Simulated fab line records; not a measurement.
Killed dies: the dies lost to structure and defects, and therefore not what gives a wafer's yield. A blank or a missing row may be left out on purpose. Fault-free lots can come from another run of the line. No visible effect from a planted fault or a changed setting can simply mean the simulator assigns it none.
Check for tools in common    flow gf180mcu    Sampled: 14 lots, 42 wafers

== WHY IT WAS OPENED ==
Of 14 lots, 2 have the reading HV_LDD_3_TW flagged at GF_HV_LDD_TW_MEAS_38. Fault-free wafers read 1426, with a standard deviation of 11.
Rule: a lot is flagged in two cases, either no wafer of it has a number, or all its wafers with numbers fall more than 4 standard deviations from that mean. As for the other lots, they are considered sound.

lot   measured      on             HV_LDD_3_TW, wafer by wafer  flag
L222  day 12 06:01  film metro-03  1417 1418 1417               
L223  day 12 10:40  film metro-03  1425 1422 1422               
L225  day 13 02:49  film metro-02  1412 1407 1411               
L226  day 13 08:39  film metro-03  1417 1414 1421               
L227  day 13 18:25  film metro-02  1404 1410 1417               
L228  day 14 01:10  film metro-03  1420 1423 1419               
L229  day 14 07:09  film metro-04  1442 1442 1446               
L234  day 16 01:35  film metro-03  39 39 39                     FLAGGED
L238  day 17 09:28  film metro-03  38 39 39                     FLAGGED
L239  day 17 15:32  film metro-02  1413 1420 1417               
L241  day 18 08:21  film metro-03  1442 1419 1429               
L243  day 18 21:20  film metro-03  1433 1438 1426               
L244  day 19 05:41  film metro-04  1447 1446 1449               
L245  day 19 15:15  film metro-03  1428 1423 1418               
On average the flagged lots read 39, which is -1387 against the usual, or -99 or more standard deviations.

== LOT BY LOT: THE TOOL USED ==
The record holds 2 process steps before the reading, out of a route of 602 steps. Cell contents, in order: the tool; ch with the chambers the sampled wafers went through; the start.
lot   flag     GF_HV_LDD_STRIP_10                    GF_HV_LDD_DEVELOP_30
L222           plasma asher-01 ch 0,1, day 10 13:22  litho track-02 ch 0, day 12 05:00
L223           plasma asher-03 ch 0,1, day 10 18:46  litho track-02 ch 0, day 12 09:39
L225           plasma asher-02 ch 0,1, day 11 08:56  litho track-01 ch 0, day 13 01:49
L226           plasma asher-02 ch 0,1, day 11 16:14  litho track-01 ch 0, day 13 07:39
L227           plasma asher-02 ch 0,1, day 12 01:05  litho track-02 ch 0, day 13 17:24
L228           plasma asher-01 ch 0,1, day 12 06:40  litho track-02 ch 0, day 14 00:09
L229           plasma asher-01 ch 0,1, day 12 12:19  litho track-04 ch 0, day 14 06:10
L234  FLAGGED  plasma asher-01 ch 0,1, day 14 04:32  litho track-02 ch 0, day 16 00:36
L238  FLAGGED  plasma asher-02 ch 0,1, day 15 09:29  litho track-02 ch 0, day 17 08:30
L239           plasma asher-03 ch 0,1, day 15 16:25  litho track-04 ch 0, day 17 14:32
L241           plasma asher-01 ch 0,1, day 16 07:30  litho track-04 ch 0, day 18 07:21
L243           plasma asher-01 ch 0,1, day 16 19:08  litho track-04 ch 0, day 18 20:20
L244           plasma asher-03 ch 0,1, day 17 04:04  litho track-04 ch 0, day 19 04:41
L245           plasma asher-02 ch 0,1, day 17 13:30  litho track-01 ch 0, day 19 14:14
What the steps here do:
- GF_HV_LDD_STRIP_10: strips in O2/N2.
- GF_HV_LDD_DEVELOP_30: develop time 60 s.
- GF_HV_LDD_TW_MEAS_38

== FLAGGED AGAINST TOTAL, ONE TOOL AT A TIME (gauges that did the reading follow at the end) ==
step                  tool             lots run  flagged  share of the flagged lots  sound lots run after its first flagged lot
GF_HV_LDD_STRIP_10    plasma asher-01  6         1        some                       2 (L241,L243)
GF_HV_LDD_STRIP_10    plasma asher-02  5         1        some                       1 (L245)
GF_HV_LDD_STRIP_10    plasma asher-03  3         0        none                       -
GF_HV_LDD_DEVELOP_30  litho track-01   3         0        none                       -
GF_HV_LDD_DEVELOP_30  litho track-02   6         2        all                        0
GF_HV_LDD_DEVELOP_30  litho track-04   5         0        none                       -
GF_HV_LDD_TW_MEAS_38  film metro-02    3         0        none                       -
GF_HV_LDD_TW_MEAS_38  film metro-03    9         2        all                        3 (L241,L243,L245)
GF_HV_LDD_TW_MEAS_38  film metro-04    2         0        none                       -

== WHAT IS ALLOWED BY THE TABLE ==
In 2 table rows, all flagged lots were run: litho track-02 (GF_HV_LDD_DEVELOP_30), film metro-03 (GF_HV_LDD_TW_MEAS_38).
- litho track-02 at GF_HV_LDD_DEVELOP_30: 2 of its 6 lots flagged. Last sound lot L228 at day 14 00:09, first flagged lot L234 at day 16 00:36; a fault beginning in between fits.
- film metro-03 at GF_HV_LDD_TW_MEAS_38: 2 of its 9 lots flagged. Sound lots ran on it after the first flagged one (L241, L243, L245), which a lasting fault on the whole tool wouldn't allow.
Just one tool remains: litho track-02 at GF_HV_LDD_DEVELOP_30.

== WHAT THE SIMULATOR HAD INSERTED ==
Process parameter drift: litho track-02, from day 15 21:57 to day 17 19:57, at GF_HV_LDD_DEVELOP_30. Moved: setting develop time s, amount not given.
Lots struck among those shown: L234, L238. Same finding as the rule above.
